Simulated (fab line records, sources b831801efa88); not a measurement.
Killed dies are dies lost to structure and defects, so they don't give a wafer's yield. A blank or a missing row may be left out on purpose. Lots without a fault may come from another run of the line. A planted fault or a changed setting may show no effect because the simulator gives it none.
Problem report in the 8D (eight disciplines) form, filled by code | flow gf180mcu | the parts of the form that need people (team, actions taken, sign-off) are left out

1. THE PROBLEM
dose_ions_cm2 at GF_HV_LDD_IMPLANT_21 reads a mean of 4.571e+13 on 6 wafers of 2 lots; wafers without a fault read 4.998e+13 with a standard deviation of 5.9e+10. That is -72 standard deviations from the usual mean.
First seen on wafer L242.1, day 14 03:59, on implanter-04. The record holds 18 wafers of 6 lots with a number at this step. Rule for "out", or "out of limits": more than 4 standard deviations from the usual mean. The other wafers with a number count as sound.

2. WHAT IT IS AND WHAT IT IS NOT
question                    | is                     | is not
which readings at this step | dose_ions_cm2          | -
which lots                  | L242, L244             | L234, L235, L254, L255
which wafers of those lots  | all that have a number | -
read on which tools         | implanter-04           | implanter-01, implanter-03
when                        | from day 14 03:59      | up to then (6 sound wafers); but 6 sound wafers of L254, L255 came after

3. SUSPECTS, AND WHAT RULES EACH OUT
Counting: a tool at a process step up to the reading stays a suspect if it ran every lot that is out and no sound lot after the first of them.
- implanter-04 at GF_HV_LDD_IMPLANT_21: kept. It ran every lot that is out, first L242 (day 14 03:59), and no sound lot after that; its last sound lot up to then is L235 (day 11 23:33). Its own readings are out on those wafers: dose_ions_cm2.
Left after counting: implanter-04 at GF_HV_LDD_IMPLANT_21.

4. THE CAUSE (what the simulator had put in)
Process parameter drift: implanter-04, from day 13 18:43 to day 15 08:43, at GF_HV_LDD_IMPLANT_21. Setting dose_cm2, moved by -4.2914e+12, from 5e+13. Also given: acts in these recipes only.
Counting left only this tool.

5. THE CHAIN OF EFFECTS, in route order
Each row: a reading whose mean over the struck wafers that have a number lies more than 3 standard deviations from the usual. Only readings for which the record gives a usual standard deviation are gone through. hours: the time from each lot's start at the first step in this table that gives one to its start at this step, as a median over the lots. sigmas: the change in usual standard deviations.
hours | step                 | reading            | usual     | on struck wafers | change     | sigmas
0     | GF_HV_LDD_IMPLANT_21 | dose_ions_cm2      | 4.998e+13 | 4.571e+13        | -4.272e+12 | -72
0     | GF_HV_LDD_IMPLANT_21 | faraday_current_uA | 283       | 259              | -24        | -4.5
The process steps in it:
- GF_HV_LDD_IMPLANT_21

6. WHAT WOULD HAVE CAUGHT IT SOONER
In this record the first reading out of limits was taken at day 14 03:59, 9 hours after the fault began at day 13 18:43.
